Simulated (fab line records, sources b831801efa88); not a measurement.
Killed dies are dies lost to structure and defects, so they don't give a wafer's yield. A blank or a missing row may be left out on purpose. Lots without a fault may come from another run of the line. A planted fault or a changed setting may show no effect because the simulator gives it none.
Which tool did it? | flow gf180mcu | 12 lots, 36 wafers sampled, at 2 steps of a route of 602

WHAT THE GAUGES READ, wafer by wafer
GF_V4_RS_MEAS_24: measures by four-point-probe.
lot  | measured     | on            | V4_W_RS (ohm/sq)
L075 | day 25 11:19 | film_metro-03 | 0.338 0.337 0.335
L077 | day 25 18:37 | film_metro-02 | 0.339 0.335 0.337
L078 | day 26 04:58 | film_metro-03 | 0.328 0.330 0.329
L081 | day 26 22:20 | film_metro-03 | 0.332 0.337 0.337
L083 | day 27 07:05 | film_metro-02 | 0.329 0.330 0.332
L085 | day 28 05:59 | film_metro-02 | 0.327 0.329 0.328
L087 | day 28 17:46 | film_metro-04 | 0.328 0.326 0.331
L089 | day 29 12:47 | film_metro-02 | 0.330 0.327 0.328
L091 | day 29 22:17 | film_metro-03 | 0.332 0.334 0.334
L093 | day 30 12:04 | film_metro-02 | 0.339 0.337 0.337
L095 | day 31 02:36 | film_metro-02 | 0.330 0.330 0.333
L097 | day 31 09:34 | film_metro-04 | 0.334 0.328 0.331

WHICH TOOL RAN EACH LOT (tool, then ch and the chambers of the sampled wafers, then the start)
lot  | GF_V1_CMP_26
L075 | cmp-01 ch 1,3, day 19 06:07
L077 | cmp-02 ch 0,1,2, day 19 15:49
L078 | cmp-02 ch 1,2,3, day 20 01:32
L081 | cmp-02 ch 0,1,2, day 20 23:28
L083 | cmp-01 ch 1,2, day 21 09:40
L085 | cmp-01 ch 2,3, day 22 13:55
L087 | cmp-01 ch 1,2,3, day 23 02:34
L089 | cmp-01 ch 1,2,3, day 23 20:48
L091 | cmp-02 ch 0,2, day 24 13:12
L093 | cmp-01 ch 0,2,3, day 25 03:26
L095 | cmp-01 ch 0,1,3, day 25 17:41
L097 | cmp-02 ch 1,2,3, day 26 05:05
- GF_V1_CMP_26: polishes, stops on SiO2, t overpolish 15 s, target thk 0 nm.

THE ANSWER, worked out from the rows above alone
Rule: what is usual is taken from the lots themselves. Put in order of their means at a reading, lots are off if they are a third of the lots or fewer, leave a main group of 4 or more, and stand apart from it by a gap of 3 or more times the standard deviation of the main group's means; of several such gaps the widest counts. A main group whose means are all the same, to the digits that the tables above print for the reading, isn't used. A lot without any number at a reading at which 4 lots or more have one is off too. The other lots that the step has rows for count as sound.
No lot is off at any reading shown: from this, nothing can be told.

WHAT THE SIMULATOR HAD PUT IN
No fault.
